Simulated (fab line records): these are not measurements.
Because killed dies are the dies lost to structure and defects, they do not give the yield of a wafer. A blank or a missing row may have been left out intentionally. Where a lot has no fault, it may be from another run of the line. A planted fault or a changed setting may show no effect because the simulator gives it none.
fab line records -- flow gf180mcu
record: lots: 13, wafers: 38, lastDay: 34
route steps=602 shown VT_IMPLANT@131 POLY_GATE@158 SAB@264
lots that met no fault: taken from a fault-free run of the same line
startH: hours from the record's first day to the start of the lot's first wafer shown -- waitH: how many hours have passed since the lot's step before this one -- " same as the row above -- L1.1+2: several wafers, shown together as one row -- - value missing, or start not given -- * or withheld: withheld -- < > ~ a bound
route shown NAME@n: names a module that has steps shown in the file, with the first one's number in the route -- usual: average and standard deviation across the fault-free wafers -- same: alike in all rows -- chamber/n: place in a boat -- sites: readings site by site -- _std_site: standard deviation across them -- _edge_site: outer sites' mean less inner sites' -- radiusMm: how far each site lies from the wafer's centre -- mask NAME#n: copy n -- behind: the tool/chamber that last shaped the wafer -- hold: why the lot went on hold/how many hours it stayed there/how the hold came to an end -- device: the n, p or np transistor that did not switch -- end of line: the route-end tests of the same wafers -- where a step has no rows: the recipe by itself -- killed: not the wafer's yield, but the dies lost to structure and defects at the first sort -- map: shows each die of a wafer: x if killed, . if not, _ if none is there
set.NAME: the setting as run; set.NAME@STEP: as run at that earlier step -- model.NAME: the simulator's own value behind a step, which no gauge read
route steps across a sampled set of lots; one table per step, one row per wafer
services: the hour from which a tool's chamber was out of use, counted from the record's first day as startH (under 0 if before that day), plus the number of hours and why
== steps ==
step: GF_VT_IMPLANT_IMPLANT_41
recipe: species: As, energyKev: 70, doseCm2: 1.013e+12, tiltDeg: 7
usual: beamEnergyKeV: 69.995/0.022
lot.wafer,tool,chamber,startH,waitH,beamEnergyKeV
L367.3,implanter-02,0,166.88,0.1,69.989
L367.4,implanter-02,0,166.88,0.1,69.999
L367.6,implanter-02,0,166.88,0.1,69.995
L368.2,implanter-04,0,168.95,0.0,69.988
L368.3,implanter-04,0,168.95,0.0,70.009
L368.6,implanter-04,0,168.95,0.0,70.012
L369.2,implanter-03,0,176.05,0.0,69.984
L369.4,implanter-03,0,176.05,0.0,70.036
L369.6,implanter-03,0,176.05,0.0,69.993
L371.1,implanter-04,0,189.23,0.0,69.970
L371.3,implanter-04,0,189.23,0.0,69.976
L371.4,implanter-04,0,189.23,0.0,69.974
L372.3,implanter-02,0,193.73,0.1,70.041
L372.4,implanter-02,0,193.73,0.1,70.028
L372.5,implanter-02,0,193.73,0.1,70.030
L374.1,implanter-02,0,208.63,0.0,70.001
L374.2,implanter-02,0,208.63,0.0,70.011
L374.5,implanter-02,0,208.63,0.0,70.017
L375.2,implanter-04,0,213.40,0.0,70.035
L375.4,implanter-04,0,213.40,0.0,70.019
L375.5,implanter-04,0,213.40,0.0,69.972
L376.1,implanter-02,0,224.28,0.0,70.008
L376.2,implanter-02,0,224.28,0.0,70.029
L376.4,implanter-02,0,224.28,0.0,70.025
L378.1,implanter-02,0,234.63,0.0,69.991
L378.3,implanter-02,0,234.63,0.0,69.992
L378.6,implanter-02,0,234.63,0.0,69.979
L380.1,implanter-02,0,251.38,0.0,69.975
L380.5,implanter-02,0,251.38,0.0,69.939
L385.3,implanter-04,0,291.38,0.1,70.012
L385.4,implanter-04,0,291.38,0.1,69.953
L385.6,implanter-04,0,291.38,0.1,69.982
L388.1,implanter-03,0,310.05,0.0,69.991
L388.4,implanter-03,0,310.05,0.0,69.974
L388.6,implanter-03,0,310.05,0.0,70.020
L389.3,implanter-03,0,318.53,0.1,69.983
L389.4,implanter-03,0,318.53,0.1,69.997
L389.6,implanter-03,0,318.53,0.1,69.948
step: GF_VT_IMPLANT_TW_MEAS_43
usual: VT_IMPLANT_4_TW: 694/4.9
lot.wafer,tool,chamber,startH,waitH,VT_IMPLANT_4_TW
L367.3,filmMetro-02,-,167.10,0.1,689
L367.4,filmMetro-02,-,167.10,0.1,691
L367.6,filmMetro-02,-,167.10,0.1,693
L368.2,filmMetro-03,-,169.19,0.1,688
L368.3,filmMetro-03,-,169.19,0.1,685
L368.6,filmMetro-03,-,169.19,0.1,690
L369.2,filmMetro-03,-,176.29,0.1,688
L369.4,filmMetro-03,-,176.29,0.1,687
L369.6,filmMetro-03,-,176.29,0.1,690
L371.1,filmMetro-02,-,189.48,0.1,698
L371.3,filmMetro-02,-,189.48,0.1,693
L371.4,filmMetro-02,-,189.48,0.1,694
L372.3,filmMetro-01,-,193.95,0.1,701
L372.4,filmMetro-01,-,193.95,0.1,702
L372.5,filmMetro-01,-,193.95,0.1,699
L374.1,filmMetro-01,-,208.88,0.1,701
L374.2,filmMetro-01,-,208.88,0.1,698
L374.5,filmMetro-01,-,208.88,0.1,698
L375.2,filmMetro-01,-,213.64,0.1,702
L375.4,filmMetro-01,-,213.64,0.1,703
L375.5,filmMetro-01,-,213.64,0.1,700
L376.1,filmMetro-01,-,224.53,0.1,694
L376.2,filmMetro-01,-,224.53,0.1,698
L376.4,filmMetro-01,-,224.53,0.1,701
L378.1,filmMetro-02,-,234.88,0.1,700
L378.3,filmMetro-02,-,234.88,0.1,696
L378.6,filmMetro-02,-,234.88,0.1,700
L380.1,filmMetro-03,-,251.63,0.1,674
L380.5,filmMetro-03,-,251.63,0.1,673
L385.3,filmMetro-01,-,291.60,0.1,702
L385.4,filmMetro-01,-,291.60,0.1,702
L385.6,filmMetro-01,-,291.60,0.1,702
L388.1,filmMetro-02,-,310.30,0.1,693
L388.4,filmMetro-02,-,310.30,0.1,695
L388.6,filmMetro-02,-,310.30,0.1,694
L389.3,filmMetro-03,-,318.75,0.1,689
L389.4,filmMetro-03,-,318.75,0.1,691
L389.6,filmMetro-03,-,318.75,0.1,687
step: GF_POLY_GATE_THK_MEAS_01
recipe: reads: poly-Si_of_POLY_GATE_CVD_00
usual: POLY_GATE_CVD_00_THK: 200.4/1.9
lot.wafer,tool,chamber,startH,waitH,POLY_GATE_CVD_00_THK[nm]
L367.3,filmMetro-04,-,191.07,0.0,197.0
L367.4,filmMetro-04,-,191.07,0.0,195.1
L367.6,filmMetro-04,-,191.07,0.0,195.9
L368.2,filmMetro-03,-,192.37,0.0,200.2
L368.3,filmMetro-03,-,192.37,0.0,200.0
L368.6,filmMetro-03,-,192.37,0.0,201.1
L369.2,filmMetro-03,-,200.54,0.0,202.1
L369.4,filmMetro-03,-,200.54,0.0,203.2
L369.6,filmMetro-03,-,200.54,0.0,200.2
L371.1,filmMetro-03,-,212.39,0.0,204.1
L371.3,filmMetro-03,-,212.39,0.0,203.6
L371.4,filmMetro-03,-,212.39,0.0,202.2
L372.3,filmMetro-03,-,216.82,0.0,202.1
L372.4,filmMetro-03,-,216.82,0.0,201.9
L372.5,filmMetro-03,-,216.82,0.0,201.8
L374.1,filmMetro-04,-,235.67,0.0,202.0
L374.2,filmMetro-04,-,235.67,0.0,203.4
L374.5,filmMetro-04,-,235.67,0.0,201.4
L375.2,filmMetro-02,-,237.12,0.0,198.0
L375.4,filmMetro-02,-,237.12,0.0,200.5
L375.5,filmMetro-02,-,237.12,0.0,198.5
L376.1,filmMetro-03,-,248.01,0.0,199.6
L376.2,filmMetro-03,-,248.01,0.0,199.9
L376.4,filmMetro-03,-,248.01,0.0,200.4
L378.1,filmMetro-02,-,260.71,0.0,202.9
L378.3,filmMetro-02,-,260.71,0.0,202.4
L378.6,filmMetro-02,-,260.71,0.0,201.9
L380.1,filmMetro-02,-,275.97,0.0,199.4
L380.5,filmMetro-02,-,275.97,0.0,198.5
L385.3,filmMetro-02,-,316.81,0.0,200.8
L385.4,filmMetro-02,-,316.81,0.0,201.5
L385.6,filmMetro-02,-,316.81,0.0,202.0
L388.1,filmMetro-02,-,336.97,0.0,197.9
L388.4,filmMetro-02,-,336.97,0.0,198.5
L388.6,filmMetro-02,-,336.97,0.0,199.3
L389.3,filmMetro-04,-,345.49,0.0,199.3
L389.4,filmMetro-04,-,345.49,0.0,198.1
L389.6,filmMetro-04,-,345.49,0.0,199.7
step: GF_SAB_CVD_00
recipe: material: SiO2, targetThkNm: 50, precursor: TEOS, tempC: 400, timeS: 4.9302, rfW: 600
usual: heaterPowerW: 587/110, susceptorTempC: 400.04/0.24
lot.wafer,tool,chamber,startH,waitH,heaterPowerW,susceptorTempC
L367.3,pecvd-04,2,329.73,0.1,579,400.06
L367.4,pecvd-04,0,329.73,0.1,799,399.65
L367.6,pecvd-04,1,329.73,0.1,666,399.43
L368.2,pecvd-02,2,332.00,0.1,553,400.47
L368.3,pecvd-02,1,332.00,0.1,376,399.93
L368.6,pecvd-02,2,332.00,0.1,573,400.06
L369.2,pecvd-01,2,343.38,0.1,639,399.68
L369.4,pecvd-01,2,343.38,0.1,622,400.03
L369.6,pecvd-01,2,343.38,0.1,630,400.01
L371.1,pecvd-02,2,358.00,0.1,614,400.19
L371.3,pecvd-02,0,358.00,0.1,585,400.23
L371.4,pecvd-02,0,358.00,0.1,595,399.94
L372.3,pecvd-01,0,362.81,0.1,492,399.88
L372.4,pecvd-01,0,362.81,0.1,508,399.95
L372.5,pecvd-01,1,362.81,0.1,707,400.08
L374.1,pecvd-01,1,384.45,0.1,711,400.32
L374.2,pecvd-01,2,384.45,0.1,621,400.31
L374.5,pecvd-01,2,384.45,0.1,624,399.84
L375.2,pecvd-02,1,387.59,0.1,359,399.95
L375.4,pecvd-02,0,387.59,0.1,664,399.85
L375.5,pecvd-02,2,387.59,0.1,597,399.98
L376.1,pecvd-01,0,401.51,0.1,474,399.70
L376.2,pecvd-01,1,401.51,0.1,776,400.05
L376.4,pecvd-01,0,401.51,0.1,495,399.97
L378.1,pecvd-01,1,416.10,0.1,722,400.08
L378.3,pecvd-01,2,416.10,0.1,546,400.23
L378.6,pecvd-01,2,416.10,0.1,550,399.87
L380.1,pecvd-04,1,431.73,0.1,689,399.92
L380.5,pecvd-04,0,431.73,0.1,751,400.00
L385.3,pecvd-02,2,479.58,0.1,618,399.34
L385.4,pecvd-02,1,479.58,0.1,429,400.67
L385.6,pecvd-02,1,479.58,0.1,434,400.33
L388.1,pecvd-01,2,508.53,0.1,671,399.69
L388.4,pecvd-01,2,508.53,0.1,664,399.66
L388.6,pecvd-01,1,508.53,0.1,661,399.80
L389.3,pecvd-02,2,518.42,0.1,642,399.60
L389.4,pecvd-02,0,518.42,0.1,528,400.32
L389.6,pecvd-02,2,518.42,0.1,511,400.03
step: GF_SAB_THK_MEAS_01
recipe: reads: SiO2_of_SAB_CVD_00
usual: SAB_CVD_00_THK: 50.0/0.63
lot.wafer,tool,chamber,startH,waitH,SAB_CVD_00_THK[nm]
L367.3,filmMetro-01,-,329.77,0.0,50.2
L367.4,filmMetro-01,-,329.77,0.0,50.8
L367.6,filmMetro-01,-,329.77,0.0,50.7
L368.2,filmMetro-03,-,332.03,0.0,48.8
L368.3,filmMetro-03,-,332.03,0.0,49.4
L368.6,filmMetro-03,-,332.03,0.0,49.7
L369.2,filmMetro-01,-,343.42,0.0,49.5
L369.4,filmMetro-01,-,343.42,0.0,49.6
L369.6,filmMetro-01,-,343.42,0.0,50.0
L371.1,filmMetro-03,-,358.02,0.0,48.4
L371.3,filmMetro-03,-,358.02,0.0,48.8
L371.4,filmMetro-03,-,358.02,0.0,49.7
L372.3,filmMetro-01,-,362.85,0.0,49.8
L372.4,filmMetro-01,-,362.85,0.0,51.0
L372.5,filmMetro-01,-,362.85,0.0,50.3
L374.1,filmMetro-01,-,384.47,0.0,49.7
L374.2,filmMetro-01,-,384.47,0.0,48.8
L374.5,filmMetro-01,-,384.47,0.0,49.7
L375.2,filmMetro-03,-,387.62,0.0,49.6
L375.4,filmMetro-03,-,387.62,0.0,49.9
L375.5,filmMetro-03,-,387.62,0.0,50.1
L376.1,filmMetro-03,-,401.53,0.0,49.0
L376.2,filmMetro-03,-,401.53,0.0,49.9
L376.4,filmMetro-03,-,401.53,0.0,49.8
L378.1,filmMetro-04,-,416.12,0.0,49.8
L378.3,filmMetro-04,-,416.12,0.0,49.8
L378.6,filmMetro-04,-,416.12,0.0,50.7
L380.1,filmMetro-04,-,431.74,0.0,49.8
L380.5,filmMetro-04,-,431.74,0.0,51.0
L385.3,filmMetro-01,-,479.62,0.0,50.7
L385.4,filmMetro-01,-,479.62,0.0,50.6
L385.6,filmMetro-01,-,479.62,0.0,50.1
L388.1,filmMetro-03,-,508.54,0.0,50.2
L388.4,filmMetro-03,-,508.54,0.0,50.3
L388.6,filmMetro-03,-,508.54,0.0,51.4
L389.3,filmMetro-03,-,518.46,0.0,49.2
L389.4,filmMetro-03,-,518.46,0.0,50.3
L389.6,filmMetro-03,-,518.46,0.0,50.5
== services ==
tool,chamber,startH,hours,kind
pecvd-04,-,147.85,5.5,pm
pecvd-04,-,160.62,14.0,pm
pecvd-01,-,176.00,8.0,repair
pecvd-01,2,207.40,3.9,repair
pecvd-02,-,237.13,2.8,pm
pecvd-01,-,256.15,5.5,pm
pecvd-01,2,265.68,6.9,repair
implanter-02,-,283.52,4.5,pm
implanter-04,-,316.81,6.3,pm
pecvd-01,1,342.44,19.9,repair
implanter-02,-,352.74,3.3,repair
implanter-03,-,365.37,0.8,repair
pecvd-01,-,368.88,14.0,pm
implanter-02,-,369.37,2.8,repair
pecvd-01,1,373.55,6.5,repair
implanter-02,-,378.80,1.1,repair
pecvd-02,1,379.75,2.3,repair
implanter-04,-,382.40,4.3,repair
pecvd-01,-,388.40,0.7,repair
pecvd-02,0,451.09,30.7,repair
pecvd-01,-,454.15,14.6,pm
implanter-03,-,455.92,2.4,repair
implanter-04,-,476.94,2.5,repair
pecvd-01,-,517.29,2.8,pm
== key ==
firstSign: step: GF_VT_IMPLANT_TW_MEAS_43, reading: VT_IMPLANT_4_TW, direction: down, sigmas: 4.1, usual: 694, struck: 673
effect none on later readings
metAt GF_VT_IMPLANT_IMPLANT_41
struckLots L380
struckWafers L380.1,L380.5
testerLeftOut L380
notActingAt GF_POLY_GATE_THK_MEAS_01,GF_SAB_CVD_00,GF_SAB_THK_MEAS_01
onsetBetween 234.63 251.38
fault: kind: processParameterDrift, tool: implanter-02, chamber: -, onsetH: 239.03, steps: GF_VT_IMPLANT_IMPLANT_41, channel: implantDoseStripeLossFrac, offset: 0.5, shape: step, endH: 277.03, scope: struckWafersOnly
testerLeftOut: of these lots the tester's yield and bins aren't shown, on N5 and GAA mostly nor the transistor test; their killed dies are dies lost to structure and defects alone, not to doping, threshold or leakage, so they don't give the yield
